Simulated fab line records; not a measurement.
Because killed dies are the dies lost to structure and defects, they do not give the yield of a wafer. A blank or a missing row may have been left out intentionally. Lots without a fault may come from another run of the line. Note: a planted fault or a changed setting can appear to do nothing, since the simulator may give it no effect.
Matching of chambers    flow gf180mcu    GF_STI_ETCH_14 on rie-si-01: 4 sister chambers
The step etches Si in HBr/Cl2/O2, target depth 360 nm, time 102.9 s. 14 wafers are shown with their chamber, then 7 later ones without.

## WAFERS WITH THEIR CHAMBER
wafer   chamber  drypump-motor-current-A (A)  throttle-valve-pct (%)  oes-product-au (a.u.)
L202.3  2        5.0                          25.657                  0.996
L202.4  0        5.7                          25.644                  0.995
L202.6  3        4.7                          25.641                  1.001
L204.2  0        5.7                          25.655                  1.001
L204.3  2        5.0                          25.663                  0.999
L204.4  3        4.7                          25.666                  0.997
L205.3  1        6.1                          25.664                  0.993
L205.4  3        4.7                          25.645                  0.998
L205.5  1        6.1                          25.662                  0.999
L206.1  2        5.0                          25.645                  1.007
L206.3  3        4.8                          25.650                  0.990
L206.6  0        5.7                          25.654                  0.994
L207.3  3        4.7                          25.677                  0.999
L207.5  3        4.7                          25.656                  0.993

SIGNATURES (means of the wafers above)
reading                  chamber 0  chamber 1  chamber 2  chamber 3  scatter within a chamber
drypump-motor-current-A  5.700      6.100      5.000      4.717      0.0289
throttle-valve-pct       25.65100   25.66300   25.65500   25.65583   0.0108
oes-product-au           0.99667    0.99600    1.00067    0.99633    0.00441
Rule: distance of a wafer from a chamber = root of the sum over the readings of ((wafer's reading minus chamber's mean) / reading's scatter) squared. The wafer belongs to the nearest chamber; if the next one is less than 2 further off, it can't be placed. The scatter: the root of (the sum of the squares of (reading less its chamber's mean) over the shown wafers, divided by (wafers less chambers)).

## WAFERS WITHOUT THEIR CHAMBER
wafer   drypump-motor-current-A (A)  throttle-valve-pct (%)  oes-product-au (a.u.)
L207.6  5.0                          25.647                  0.999
L214.3  5.0                          25.645                  0.995
L214.4  4.7                          25.658                  0.986
L214.6  5.7                          25.656                  0.990
L216.2  6.1                          25.656                  0.987
L216.3  5.7                          25.643                  1.010
L216.4  4.7                          25.655                  1.007

## THE CHAMBER EACH PASSED THROUGH
wafer   from the rows above  in truth
L207.6  2                    2
L214.3  2                    2
L214.4  3                    3
L214.6  0                    0
L216.2  1                    1
L216.3  0                    0
L216.4  3                    3
Correct placement for 7 of the 7. Can't be placed from these rows: 0. 0 placed wrongly.
